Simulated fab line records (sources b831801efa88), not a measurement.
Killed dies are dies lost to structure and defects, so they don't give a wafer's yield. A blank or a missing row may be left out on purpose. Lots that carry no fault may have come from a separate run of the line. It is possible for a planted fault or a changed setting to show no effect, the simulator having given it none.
A lot that was struck, set against a sound lot | flow gf180mcu | 18 out of 602 route steps
Sound: wafers L605.1, L605.4, L605.5. Wafers L599.3, L599.4, L599.6 were the ones struck. Last of all comes the cause.
For every step that has rows: the tool of each side, followed by ch and its chambers, followed by its first start. Under that, the readings that differ: sound wafers | struck wafers | difference of the means | sigmas: that difference in standard deviations of wafers without a fault.
alike: a reading whose means differ by less than 2 such deviations, as well as words and numbers matching on both sides. not compared: withheld readings; readings where some wafer has no value; bounds like >300 that might hide an equal value; numbers whose values overlap and for which the record gives no deviation.
A row with sigmas, a row that says differs or no value, or rows on one side alone: a step with any of these is where the two part. Numbers that have no deviation but don't overlap get no sigmas and don't part them. Lack of a reading on every wafer of one side parts them only where that side has two or more wafers.

first, 7 steps without rows for these wafers: GF_VT_IMPLANT_DEHYDRATE_33 (time 60 s); GF_VT_IMPLANT_HMDS_34 (prime time 60 s); GF_VT_IMPLANT_COAT_35 (resist thk 1000 nm); GF_VT_IMPLANT_SOFTBAKE_36 (time 60 s); GF_VT_IMPLANT_EXPOSE_37 (exposes mask Nwell HV AREA, target cd 860 nm); GF_VT_IMPLANT_PEB_38; GF_VT_IMPLANT_DEVELOP_39 (develop time 60 s).
GF_VT_IMPLANT_OVL_MEAS_40:
  sound on overlay-02, day 12 16:02; struck on overlay-01, day 11 01:36
  alike: VT_IMPLANT_03_OVL
following that, these wafers have no rows for 1 step: GF_VT_IMPLANT_IMPLANT_41.
GF_VT_IMPLANT_STRIP_42: strips in O2/N2.
  sound on plasmaAsher-03 ch 0, day 12 16:14; struck on plasmaAsher-02 ch 0,1, day 11 01:49
reading                  | sound             | struck            | difference | sigmas
heaterPowerW (W)         | 297 300 297       | 329 326 330       | +30        | +2
stripTimeToEndpointS (s) | 12.56 12.58 12.58 | 12.63 12.66 12.65 | +0.07      | +2
  alike: drypumpMotorCurrentA, oesProductAu
  not compared: rfHoursCounterH
GF_VT_IMPLANT_TW_MEAS_43:
  sound on filmMetro-01, day 12 16:20; struck on filmMetro-02, day 11 01:54
  alike: VT_IMPLANT_4_TW
then, 1 step without rows for these wafers: GF_VT_IMPLANT_CLEAN_44 (cleans in SC1/SC2, time 150 s).
GF_VT_IMPLANT_RTA_45: time 30 s.
  sound on rtpAnneal-01 ch 0, day 12 16:26; struck on rtpAnneal-01, day 11 02:01
  no value came back on the struck wafers for annealTempCMax, chamberO2Ppm, lampPowerPct (%), wafer_temp_C_max; on the sound wafers annealTempCMax reads 1055.6 1054.6 1053.6
GF_VT_IMPLANT_RS_MEAS_46: the measuring method here is four-point-probe.
  sound on filmMetro-02, day 12 16:32; struck on filmMetro-04, day 11 02:08
reading          | sound             | struck            | difference | sigmas
MVSD_RS (ohm/sq) | 456.5 455.9 456.7 | 133.1 132.9 133.1 | -323.3     | -99 or more
GF_VT_IMPLANT_RS_MEAS_47: the measuring method here is four-point-probe.
  sound on filmMetro-02, day 12 16:40; struck on filmMetro-04, day 11 02:15
reading           | sound             | struck            | difference | sigmas
NWELL_RS (ohm/sq) | 486.8 485.6 486.2 | 133.0 133.3 133.1 | -353.1     | -99 or more
GF_VT_IMPLANT_RS_MEAS_48: the measuring method here is four-point-probe.
  sound on filmMetro-02, day 12 16:47; struck on filmMetro-04, day 11 02:22
reading             | sound          | struck      | difference | sigmas
LVPWELL_RS (ohm/sq) | 1195 1196 1194 | 133 133 133 | -1062      | -99 or more
GF_VT_IMPLANT_RS_MEAS_49: the measuring method here is four-point-probe.
  sound on filmMetro-02, day 12 16:54; struck on filmMetro-04, day 11 02:29
reading           | sound          | struck      | difference | sigmas
MVPSD_RS (ohm/sq) | 1174 1170 1173 | 133 133 133 | -1039      | -99 or more
then, 1 step without rows for these wafers: GF_VT_IMPLANT_WET_ETCH_50 (etches SiO2 in dHF, target depth 20 nm, time 400 s).

WHERE THEY PART
First at GF_VT_IMPLANT_STRIP_42; last, within this record, at GF_VT_IMPLANT_RS_MEAS_49.

WHY: the cause the simulator had injected
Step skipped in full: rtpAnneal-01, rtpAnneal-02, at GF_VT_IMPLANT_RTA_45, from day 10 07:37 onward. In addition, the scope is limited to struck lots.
